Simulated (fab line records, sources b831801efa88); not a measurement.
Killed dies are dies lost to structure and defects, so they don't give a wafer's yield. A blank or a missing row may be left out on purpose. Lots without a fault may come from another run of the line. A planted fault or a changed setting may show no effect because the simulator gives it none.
One fault seen from 2 desks | flow gf180mcu | each desk has only its own numbers; what lay behind them comes last

THE TOOL OWNER'S DESK: litho_track-04
The tool's own readings at GF_HV_LDD_COAT_41 (resist thk 1000 nm): means of the sampled wafers that have a number, for each lot that ran on this tool. A lot is out of limits, marked OUT, if its mean lies more than 4 standard deviations from the usual mean; the brackets give that distance.
Columns: A = spin_speed_rpm at GF_HV_LDD_COAT_41, usual 3000.3 rpm
lot  | first seen here | A
L470 | day 13 16:16    | 3002.5
L472 | day 14 13:40    | 3001.0
L473 | day 14 16:53    | 3001.5
L476 | day 15 21:28    | 3000.7
L485 | day 19 00:25    | 2584.2 (-99 or more) OUT
L486 | day 19 11:13    | 2583.4 (-99 or more) OUT
This desk's finding: out of limits on L485, L486; first on L485, day 19 00:25 (spin_speed_rpm at GF_HV_LDD_COAT_41). In limits: L470, L472, L473, L476.

THE METROLOGY DESK
What the gauges read, lot by lot, whatever tool the lot ran on: means of the sampled wafers that have a number. A lot is out of limits, marked OUT, if its mean lies more than 4 standard deviations from the usual mean; the brackets give that distance.
Columns: A = DUAL_GATE_OXIDATION_00_THK at GF_DUAL_GATE_THK_MEAS_03, usual 10.90 nm; B = POLY_GATE_OVL at GF_POLY_GATE_OVL_MEAS_11, usual -3 nm; C = cd_nm at GF_HV_LDD_CD_MEAS_46, usual 399.6 nm
lot  | first seen here | A     | B   | C
L464 | day 7 15:31     | 10.77 | 2   | 399.9
L465 | day 8 01:25     | 10.78 | -1  | 398.0
L466 | day 8 03:31     | 10.60 | -3  | 395.6
L468 | day 8 20:21     | 10.60 | -4  | 400.3
L470 | day 9 04:16     | 11.21 | 1   | 398.3
L472 | day 9 20:31     | 10.96 | -1  | 398.7
L473 | day 9 23:58     | 10.54 | -6  | 400.8
L476 | day 10 22:37    | 11.00 | 1   | 399.4
L477 | day 11 06:13    | 11.08 | -2  | 400.7
L478 | day 11 14:29    | 10.79 | -11 | 397.1
L485 | day 13 19:07    | 11.15 | -1  | 390.7 (-4.7) OUT
L486 | day 14 00:58    | 11.01 | 1   | 395.4
This desk's finding: out of limits on L485; first on L485, day 19 12:08 (cd_nm at GF_HV_LDD_CD_MEAS_46). In limits: L464, L465, L466, L468, L470, L472, L473, L476, L477, L478, L486.

PUT TOGETHER
The tool owner's desk could have raised an alarm at day 19 00:25, on L485, L486.
The metrology desk could have raised an alarm at day 19 12:08, on L485.
The metrology desk has L486 on record, within its limits.
Of the lots named, all ran GF_HV_LDD_COAT_41 on litho_track-04.

WHAT THE SIMULATOR HAD PUT IN
Process parameter drift: litho_track-04, from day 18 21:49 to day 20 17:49, at GF_HV_LDD_COAT_41. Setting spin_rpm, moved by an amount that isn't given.
Lots struck among those shown: L485, L486.
Hours from the fault's start to each desk's first reading out of limits: the tool owner's desk, 3; the metrology desk, 14.
